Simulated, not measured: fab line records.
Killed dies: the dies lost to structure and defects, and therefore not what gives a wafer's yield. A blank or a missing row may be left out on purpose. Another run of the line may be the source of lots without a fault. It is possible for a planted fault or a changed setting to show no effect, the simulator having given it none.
A struck lot beside a sound one | flow sky130 | 17 steps out of a route of 708
Sound: wafers L665.1, L665.2, L665.3. The struck wafers were L658.1, L658.2, L658.4. Last of all comes the cause.
Order at every step that has rows: each side's tool, ch and its chambers, its first start. Under that, the readings that differ: sound wafers | struck wafers | difference of the means | sigmas: that difference in standard deviations of wafers without a fault.
alike: words and numbers the same on both sides, and readings whose means are apart by under 2 such deviations; not compared: readings that were withheld, readings missing a value for some wafer, numbers with overlapping values and no deviation given by the record, and bounds like >300 which may hide the same value.
A row with sigmas, a row that says differs or no value, or rows on one side alone: a step with any of these is where the two part. Numbers that don't overlap but have no deviation are shown without sigmas and don't part them. A reading that every wafer of one side lacks parts them only if that side has two wafers or more.

first, 5 steps without rows for these wafers: SKY_SD_N_COAT_02 (resist thk 1140 nm); SKY_SD_N_SOFTBAKE_03 (time 60 s); SKY_SD_N_EXPOSE_04 (exposes mask NSDM, target cd 380 nm); SKY_SD_N_PEB_05; SKY_SD_N_DEVELOP_06 (develop time 60 s).
SKY_SD_N_CD_MEAS_07: target cd 380 nm.
  sound: cd_sem-02 at day 33 23:02; struck: cd_sem-01 at day 31 21:53
  alike: cd_nm
SKY_SD_N_OVL_MEAS_08:
  sound: overlay-01 at day 33 23:09; struck: overlay-02 at day 31 22:00
  alike: SD_N_OVL
then, 2 steps without rows for these wafers: SKY_SD_N_IMPLANT_09; SKY_SD_N_IMPLANT_10.
SKY_SD_N_STRIP_11: strips in O2/N2.
  sound on plasma_asher-03 ch 0,1, day 33 23:29; struck on plasma_asher-03 ch 0,1, day 31 22:20
  alike: drypump_motor_current_A, oes_product_au, strip_time_to_endpoint_s
  not compared: rf_hours_counter_h
SKY_SD_N_TW_MEAS_12:
  sound: film_metro-02 at day 33 23:35; struck: film_metro-02 at day 31 22:26
  alike: SD_N_TW
then, 1 step without rows for these wafers: SKY_SD_N_CLEAN_13 (cleans in SC1/SC2, time 150 s).
SKY_SD_N_RTA_14: time 2 s.
  sound on rtp_anneal-02 ch 0, day 33 23:42; struck on rtp_anneal-01 ch 0, day 31 22:33
  reading            | sound                | struck               | difference | sigmas
  lamp_power_pct (%) | 15.73 15.75 15.82    | 16.52 16.54 16.41    | +0.72      | +14
  wafer_temp_C_max   | 1076.7 1079.5 1079.6 | 1105.8 1104.6 1105.5 | +26.7      | +21
SKY_SD_N_RS_MEAS_16: measurement is done with a four-point probe.
  sound: film_metro-03 at day 33 23:52; struck: film_metro-03 at day 31 22:44
  reading          | sound             | struck            | difference | sigmas
  SD_N_RS (ohm/sq) | 68.78 68.44 68.51 | 63.63 63.69 63.58 | -4.94      | -49
SKY_SD_N_RS_MEAS_17: measurement is done with a four-point probe.
  sound: film_metro-03 at day 33 23:59; struck: film_metro-03 at day 31 22:51
  reading          | sound                | struck               | difference | sigmas
  SD_P_RS (ohm/sq) | 147.33 147.18 147.17 | 124.14 123.91 123.90 | -23.24     | -77
SKY_SD_N_RS_MEAS_18: measurement is done with a four-point probe.
  sound: film_metro-03 at day 34 00:07; struck: film_metro-03 at day 31 22:58
  alike: RES_XHIGH_RS
-- the record jumps here: 17 days lie between the struck wafers' starts before and after (it left off in module SD_N and takes up again in module PAD_OPEN, whose first step shown is number 708 of the route) --
SKY_PAD_OPEN_PROBE_99:
  sound: prober-01 at day 50 01:59; struck: prober-02 at day 48 17:57
  reading                              | sound             | struck            | difference | sigmas
  model.etest.res_xhigh_po.line_ohm_um | 5410 5390 5442    | 4412 4358 4410    | -1021      |
  model.etest.res_xhigh_po.rs_ohm_sq   | 1890 1880 1933    | 1533 1533 1535    | -367       |
  model.etest.pfet_01v8.r_on_ohm_um    | 2876 2843 2871    | 2548 2533 2571    | -313       |
  model.etest.res_pdiff.line_ohm_um    | 1361 1341 1374    | 1179 1147 1170    | -193       |
  model.etest.res_high_po.line_ohm_um  | 726.4 728.3 719.8 | 625.7 617.6 609.2 | -107.3     |
  model.etest.licon_high_po.rc_ohm     | 338.4 328.5 346.2 | 258.7 248.4 252.2 | -84.6      |
  model.etest.res_ndiff.line_ohm_um    | 772.9 764.8 782.6 | 695.6 690.8 711   | -74.3      |
  alike: killed_at_M0_to_M3, killed_at_M4_up, killed_at_contacts, killed_at_front_end, killed_at_other, killed_dies, killed_open, killed_short
  not compared: model.etest.pfet_g5v0d10v5.r_on_ohm_um

== WHERE THEY PART ==
Earliest at SKY_SD_N_RTA_14; latest, in this record, at SKY_SD_N_RS_MEAS_17. Later steps at which nothing parts them and some readings are alike: SKY_SD_N_RS_MEAS_18, SKY_PAD_OPEN_PROBE_99.

WHY: what had been put in by the simulator
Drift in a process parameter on rtp_anneal-01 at SKY_SD_N_RTA_14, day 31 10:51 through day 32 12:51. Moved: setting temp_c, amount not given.
